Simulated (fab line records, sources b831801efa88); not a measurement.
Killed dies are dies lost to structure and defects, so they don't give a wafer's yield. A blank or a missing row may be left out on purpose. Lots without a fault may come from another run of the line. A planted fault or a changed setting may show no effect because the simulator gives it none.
A struck lot beside a sound one | flow sfq_line | 14 steps out of a route of 325
Sound: wafers L263.2, L263.4, L263.5. Struck: wafers L267.1, L267.2, L267.6. The cause comes at the end.
At each step with rows: each side's tool, then ch and its chambers, then its first start. Under that, the readings that differ: sound wafers | struck wafers | difference of the means | sigmas: that difference in standard deviations of wafers without a fault.
alike: readings whose means differ by less than 2 such deviations, and words and numbers that are the same on both sides. not compared: withheld readings, readings that some wafer has no value for, bounds like >300 that may hide the same value, and numbers for which the record gives no deviation and whose values overlap.
The two part at a step that has a row with sigmas, a row that says differs or no value, or rows on one side only. Numbers that don't overlap but have no deviation are shown without sigmas and don't part them. A reading that every wafer of one side lacks parts them only if that side has two wafers or more.

SFQ_TRILAYER_M2_BARC_OPEN_METAL_ETCH_077: etches BARC in O2, target depth 125 nm, time 41.7 s.
  sound on rie_metal-04 ch 0,1, day 37 03:28; struck on rie_metal-04 ch 0,1, day 38 04:28
  alike: drypump_motor_current_A, oes_product_au
  not compared: rf_hours_counter_h
SFQ_TRILAYER_M2_ETCH_METAL_ETCH_060: etches Nb in Cl2/Ar, stops on SiO2, target depth 240 nm, time 120 s.
  sound on rie_metal-04 ch 0,1, day 37 03:31; struck on rie_metal-04 ch 0,1, day 38 04:33
  alike: drypump_motor_current_A, oes_product_au
  not compared: rf_hours_counter_h
SFQ_TRILAYER_M2_STRIP_STRIP_061: strips in O2.
  sound on rie_metal-04 ch 0,1, day 37 03:39; struck on rie_metal-04 ch 0,1, day 38 04:43
  alike: drypump_motor_current_A, oes_product_au
  not compared: rf_hours_counter_h
then, 1 step without rows for these wafers: SFQ_TRILAYER_M2_STRIP_SOLV_CLEAN_062 (cleans in NMP, time 600 s).
SFQ_TRILAYER_I2_DEP_PECVD_063: deposits SiO2 from SiH4/N2O, time 111.11 s, target thk 500 nm.
  sound on pecvd-02 ch 0,1, day 37 04:25; struck on pecvd-03 ch 0,2, day 38 05:41
  alike: heater_power_w, throttle_valve_pct
SFQ_TRILAYER_I2_CMP_CMP_064: polishes SiO2.
  sound on cmp-01 ch 2,3, day 37 07:26; struck on cmp-01 ch 0,1,2, day 38 09:11
  alike: motor_current_A, time_to_endpoint_s
SFQ_I2_BOW_MEAS_917:
  sound on film_metro-01, day 37 09:58; struck on film_metro-04, day 38 11:41
  alike: I2_BOW
then, 5 steps without rows for these wafers: SFQ_TRILAYER_I2_METRO_MEASURE_065; SFQ_TRILAYER_I2_VIA_LITHO_COAT_072 (resist thk 62 nm); SFQ_TRILAYER_I2_VIA_LITHO_COAT_067 (resist thk 650 nm); SFQ_TRILAYER_I2_VIA_LITHO_SOFTBAKE_071; SFQ_TRILAYER_I2_VIA_LITHO_EXPOSE_068 (exposes mask I2, target cd 500 nm).
-- the record jumps here: 6 days lie between the struck wafers' starts before and after --
SFQ_TRILAYER_I2_VIA_LITHO_PEB_070: peb time 60 s.
  sound on litho_track-01 ch 0, day 43 20:25; struck on litho_track-01, day 44 11:59
  no value came back on the struck wafers for chill_plate_temp_C (C), exhaust_pa (Pa); on the sound wafers chill_plate_temp_C (C) reads 23.01 23.07 23.09
then, 1 step without rows for these wafers: SFQ_TRILAYER_I2_VIA_LITHO_DEVELOP_069 (time 60 s).

WHERE THEY PART
Only at SFQ_TRILAYER_I2_VIA_LITHO_PEB_070, within this record.

WHY: what the simulator had put in
Skipped step whole: litho_track-01, from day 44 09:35 on, at SFQ_TRILAYER_I2_VIA_LITHO_PEB_070. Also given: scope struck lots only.
